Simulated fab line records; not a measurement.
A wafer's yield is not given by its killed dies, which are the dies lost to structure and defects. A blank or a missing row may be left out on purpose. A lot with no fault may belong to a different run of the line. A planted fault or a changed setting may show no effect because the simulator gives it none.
Problem report in the 8D (eight disciplines) form, filled by code    flow sky130    the parts of the form that need people (team, actions taken, sign-off) are left out

1. PROBLEM STATEMENT
stripTimeToEndpointS at SKY_CONTACT_STRIP_19 reads a mean of 3.44 s on 4 wafers of 2 lots; wafers without a fault read 3.62 s with a standard deviation of 0.036. That is -5.0 standard deviations from the usual mean.
The step: strips in O2/N2.
Earliest sighting: wafer L230.4 on plasmaAsher-04 at day 37 22:32. The record has a number at this step for 40 wafers belonging to 14 lots. Rule for "out" (also "out of limits"): further than 4 standard deviations from the usual mean. The rest of the wafers with a number are treated as sound.

2. WHAT THIS IS AND IS NOT
question                     is                      is not
which readings at this step  stripTimeToEndpointS    drypumpMotorCurrentA, n2FlowSccm, oesProductAu
which lots                   L230, L231              L210, L212, L214, L216, L217, L219, L220, L222, L223, L225, L227, L232
which wafers of those lots   all that have a number  -
read on which tools          plasmaAsher-04          plasmaAsher-02, plasmaAsher-03
when                         from day 37 22:32       up to then (33 sound wafers); but 3 sound wafers of L232 came after

3. THE SUSPECTS, EACH WITH WHAT RULES IT OUT
Counting: a tool at a process step up to the reading stays a suspect if it ran every lot that is out and no sound lot after the first of them.
- plasmaAsher-04 at SKY_CONTACT_STRIP_19 (strips in O2/N2): kept. Every lot that is out went through it, starting with L230 (day 37 22:32), and after that it ran no sound lot; the last sound lot it ran before then is L227 (day 37 03:25). On those wafers its own readings are out: stripTimeToEndpointS.
The count leaves plasmaAsher-04 at SKY_CONTACT_STRIP_19.

4. THE CAUSE (what the simulator had put in)
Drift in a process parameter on plasmaAsher-04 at SKY_CONTACT_STRIP_19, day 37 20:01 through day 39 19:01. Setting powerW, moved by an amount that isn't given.
Only this tool survived the counting.

5. THE EFFECT CHAIN, in route order
Rows list readings where the struck wafers' mean (over those with a number) sits beyond 3 standard deviations from the usual. Only readings whose record carries a usual standard deviation are examined. hours: median over the lots of the time between each lot's start at the first step of this table that gives one and its start at this step. sigmas: the change, counted in usual standard deviations.
hours  step                  reading               usual   on struck wafers  change  sigmas
0      SKY_CONTACT_STRIP_19  stripTimeToEndpointS  3.62 s  3.44              -0.18   -5.0
Here are the process steps it includes:
- SKY_CONTACT_STRIP_19: strips in O2/N2.

6. HOW IT WOULD HAVE BEEN CAUGHT EARLIER
First out-of-limits reading in this record: day 37 22:32, which is 3 hours after fault onset at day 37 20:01.
